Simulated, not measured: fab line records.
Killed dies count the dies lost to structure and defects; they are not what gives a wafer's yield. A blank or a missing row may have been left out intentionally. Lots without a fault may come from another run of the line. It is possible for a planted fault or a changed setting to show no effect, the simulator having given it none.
Which tool did it? ; flow gf180mcu ; 14 lots with 42 wafers sampled at 3 steps, on a route of 602 steps

## WHAT THE GAUGES READ, wafer by wafer
GF_STI_THK_MEAS_24.
lot;measured;on;STI_CVD_23_THK (nm)
L632;day 2 09:35;filmMetro-03;652 668 656
L633;day 2 15:10;filmMetro-01;661 650 665
L634;day 2 15:19;filmMetro-03;663 652 660
L635;day 3 02:07;filmMetro-01;650 647 641
L637;day 3 05:56;filmMetro-03;651 649 657
L638;day 3 14:38;filmMetro-01;635 643 649
L639;day 3 20:37;filmMetro-04;665 643 651
L641;day 4 02:46;filmMetro-03;646 648 653
L642;day 4 06:31;filmMetro-03;657 642 647
L644;day 4 17:58;filmMetro-04;640 657 650
L649;day 5 20:04;filmMetro-01;640 658 651
L653;day 6 16:47;filmMetro-01;648 656 657
L654;day 6 21:14;filmMetro-01;648 660 648
L655;day 7 02:16;filmMetro-01;644 650 639

GF_STI_THK_MEAS_30.
lot;measured;on;STI_OXIDATION_02_THK (nm)
L632;day 2 17:40;filmMetro-04;9.92 9.94 9.96
L633;day 2 17:40;filmMetro-03;10.24 10.10 10.16
L634;day 2 23:00;filmMetro-04;9.81 10.08 9.90
L635;day 3 05:19;filmMetro-01;9.99 10.04 10.03
L637;day 3 08:17;filmMetro-04;10.01 10.14 9.92
L638;day 3 18:38;filmMetro-03;9.78 9.95 9.84
L639;day 4 00:02;filmMetro-04;10.00 10.01 10.11
L641;day 4 05:16;filmMetro-04;10.25 10.02 10.35
L642;day 4 08:55;filmMetro-04;9.66 9.82 9.81
L644;day 4 20:55;filmMetro-04;9.92 9.90 9.84
L649;day 5 22:25;filmMetro-01;10.06 10.20 9.84
L653;day 6 19:08;filmMetro-04;9.89 9.76 9.90
L654;day 6 23:34;filmMetro-04;9.67 9.75 9.76
L655;day 7 04:38;filmMetro-03;9.97 9.94 9.92

## WHICH TOOL RAN EACH LOT (tool, then ch and the chambers of the sampled wafers, then the start)
lot;GF_STI_CMP_25
L632;cmp-01 ch 0,3, day 2 09:38
L633;cmp-02 ch 1,2,3, day 2 15:16
L634;cmp-01 ch 1,2,3, day 2 15:25
L635;cmp-02 ch 0,2,3, day 3 02:21
L637;cmp-01 ch 0,1,2, day 3 06:00
L638;cmp-01 ch 1,2, day 3 14:40
L639;cmp-02 ch 1,2,3, day 3 20:58
L641;cmp-01 ch 0,2, day 4 02:52
L642;cmp-02 ch 1,2,3, day 4 06:35
L644;cmp-02 ch 0,1,2, day 4 18:05
L649;cmp-02 ch 0,2,3, day 5 20:14
L653;cmp-01 ch 0,2,3, day 6 16:51
L654;cmp-01 ch 1,2,3, day 6 21:23
L655;cmp-01 ch 2,3, day 7 02:19
- GF_STI_CMP_25: polishes, stops on Si3N4, t overpolish 33 s, target thk 524.6 nm.

## WHAT THE TOOLS THEMSELVES READ (means of the sampled wafers that have a number; where no wafer has one, the mark that the record gives instead)
GF_STI_CMP_25.
lot;tool;motorCurrentA (A);overpolishRunS (s);slurryFilterDpKPa (kPa);timeToEndpointS (s)
L632;cmp-01;13.0;32.996;13.42;129
L633;cmp-02;13.1;33.001;13.47;141
L634;cmp-01;11.5;32.999;13.53;128
L635;cmp-02;12.1;33.008;13.43;141
L637;cmp-01;11.5;32.994;13.48;119
L638;cmp-01;10.7;33.005;13.53;119
L639;cmp-02;12.8;32.998;13.45;130
L641;cmp-01;12.3;33.000;13.54;115
L642;cmp-02;12.8;33.000;13.46;124
L644;cmp-02;12.1;32.999;13.57;129
L649;cmp-02;11.9;32.997;13.52;128
L653;cmp-01;12.1;33.011;13.50;123
L654;cmp-01;11.3;32.991;13.61;124
L655;cmp-01;11.4;33.002;13.50;121

## THE ANSWER, worked out from the rows above alone
Rule: the lots themselves supply what counts as usual. The widest of any qualifying gaps counts: lots, ordered by their means at a reading, are off when they make up no more than a third of the lots, leave a main group of 4 or more, and stand apart from it by 3 or more times the standard deviation of that group's means. A main group is skipped when, at the precision printed for the reading in the tables above, its means are all equal. A lot without any number at a reading at which 4 lots or more have one is off too. The other lots that the step has rows for count as sound. Order of review: gauges by route order, followed by the tools' own readings, for which a lot's mean as printed above is used. At the first step where some lot is off, the reading lying furthest off is the one used; lots without a number count as furthest.
None of the lots is off at any reading shown; this tells nothing.

## WHAT THE SIMULATOR HAD PUT IN
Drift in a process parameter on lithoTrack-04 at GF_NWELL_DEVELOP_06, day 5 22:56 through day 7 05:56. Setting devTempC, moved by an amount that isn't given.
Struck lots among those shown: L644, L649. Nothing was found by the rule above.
